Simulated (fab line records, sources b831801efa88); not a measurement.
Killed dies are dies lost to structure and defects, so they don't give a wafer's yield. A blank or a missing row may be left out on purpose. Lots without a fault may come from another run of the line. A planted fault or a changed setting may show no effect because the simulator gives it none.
Which tool did it? | flow sky130 | 12 lots, 36 wafers sampled, at 1 step of a route of 708

WHAT THE GAUGES READ, wafer by wafer
SKY_CONTACT_BOW_MEAS_05.
lot  | measured     | on            | CONTACT_BOW (um)
L074 | day 30 09:15 | film_metro-04 | 84 80 84
L077 | day 31 02:27 | film_metro-02 | 75 76 81
L079 | day 32 01:21 | film_metro-04 | 87 83 80
L081 | day 32 15:36 | film_metro-04 | 79 78 79
L083 | day 33 06:29 | film_metro-04 | 86 77 79
L085 | day 34 01:42 | film_metro-04 | 85 87 93
L087 | day 34 15:05 | film_metro-02 | 70 90 79
L089 | day 34 22:40 | film_metro-04 | 76 90 81
L091 | day 35 16:42 | film_metro-03 | 83 82 84
L093 | day 36 00:09 | film_metro-04 | 88 100 100
L095 | day 37 10:07 | film_metro-02 | 87 86 82
L096 | day 38 04:02 | film_metro-02 | 75 84 86

WHICH TOOL RAN EACH LOT (tool, then ch and the chambers of the sampled wafers, then the start)
The record holds no process step before these readings.

THE ANSWER, worked out from the rows above alone
Rule: what is usual is taken from the lots themselves. Put in order of their means at a reading, lots are off if they are a third of the lots or fewer, leave a main group of 4 or more, and stand apart from it by a gap of 3 or more times the standard deviation of the main group's means; of several such gaps the widest counts. A main group whose means are all the same, to the digits that the tables above print for the reading, isn't used. A lot without any number at a reading at which 4 lots or more have one is off too. The other lots that the step has rows for count as sound.
No lot is off at any reading shown: from this, nothing can be told.

WHAT THE SIMULATOR HAD PUT IN
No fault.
